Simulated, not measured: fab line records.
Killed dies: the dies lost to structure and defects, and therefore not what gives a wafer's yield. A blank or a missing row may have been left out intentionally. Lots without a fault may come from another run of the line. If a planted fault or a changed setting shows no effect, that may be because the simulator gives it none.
2 desks, one fault || flow gf180mcu || each desk has only its own numbers; what lay behind them comes last

== THE METROLOGY DESK ==
Lot by lot, what the gauges showed, no matter which tool ran the lot: averages of those sampled wafers that carry a number. Any lot whose mean is over 4 standard deviations away from the usual mean is out of limits and marked OUT; that distance is given in the brackets. Of its 9 readings 7 are shown: those that lie furthest out on some lot.
Columns: A = CONTACT_W_RS at GF_CONTACT_RS_MEAS_25, usual 0.385 ohm/sq; B = CONTACT_W_THK at GF_CONTACT_THK_MEAS_26, usual 302 nm; C = M1_ALCU_RS at GF_M1_RS_MEAS_05, usual 0.0695 ohm/sq; D = M1_ALCU_THK at GF_M1_THK_MEAS_06, usual 450 nm; E = M1_OVL at GF_M1_OVL_MEAS_15, usual -1 nm; F = V1_CVD_00_THK at GF_V1_THK_MEAS_01, usual 604 nm; G = V1_CVD_02_THK at GF_V1_THK_MEAS_03, usual 854 nm
{"lot": "L434", "first seen here": "day 16 12:58", "A": 0.379, "B": 308, "C": 0.0685, "D": 458, "E": -13, "F": 605, "G": 837}
{"lot": "L437", "first seen here": "day 18 00:16", "A": 0.380, "B": 306, "C": 0.0693, "D": 453, "E": 1, "F": 605, "G": 860}
{"lot": "L440", "first seen here": "day 19 09:49", "A": 0.393, "B": 293, "C": 0.0698, "D": 449, "E": 7, "F": 606, "G": 866}
{"lot": "L443", "first seen here": "day 20 04:52", "A": 0.396, "B": 296, "C": 0.0704, "D": 440, "E": 6, "F": 606, "G": 850}
{"lot": "L453", "first seen here": "day 23 11:20", "A": 0.385, "B": 302, "C": 0.0696, "D": 449, "E": 0, "F": 599, "G": 852}
{"lot": "L455", "first seen here": "day 24 00:57", "A": 0.386, "B": 302, "C": 0.0700, "D": 446, "E": 4, "F": 612, "G": 865}
Finding of this desk: none of the 6 lots has anything out of limits.

== FOR THE TOOL OWNER'S DESK: pvd sputter-01 ==
At GF_M1_SPUTTER_04 (material TiN, target thk 50 nm, time 41.7 s) the tool's own readings: per lot run on this tool, the mean of the sampled wafers that have a number. Any lot whose mean is over 4 standard deviations away from the usual mean is out of limits and marked OUT; that distance is given in the brackets.
Columns: A = throttle valve pct at GF_M1_SPUTTER_04, usual 29.8 %
{"lot": "L437", "first seen here": "day 18 00:53", "A": 30.3}
{"lot": "L440", "first seen here": "day 19 10:25", "A": 29.6}
{"lot": "L443", "first seen here": "day 20 05:31", "A": 29.9}
{"lot": "L455", "first seen here": "day 24 01:35", "A": 29.2}
Finding of this desk: none of the 4 lots has anything out of limits.

== ALL TOGETHER ==
Nothing out of limits was seen by the metrology desk.
Nothing out of limits was seen by the tool owner's desk.

== WHAT THE SIMULATOR PUT IN ==
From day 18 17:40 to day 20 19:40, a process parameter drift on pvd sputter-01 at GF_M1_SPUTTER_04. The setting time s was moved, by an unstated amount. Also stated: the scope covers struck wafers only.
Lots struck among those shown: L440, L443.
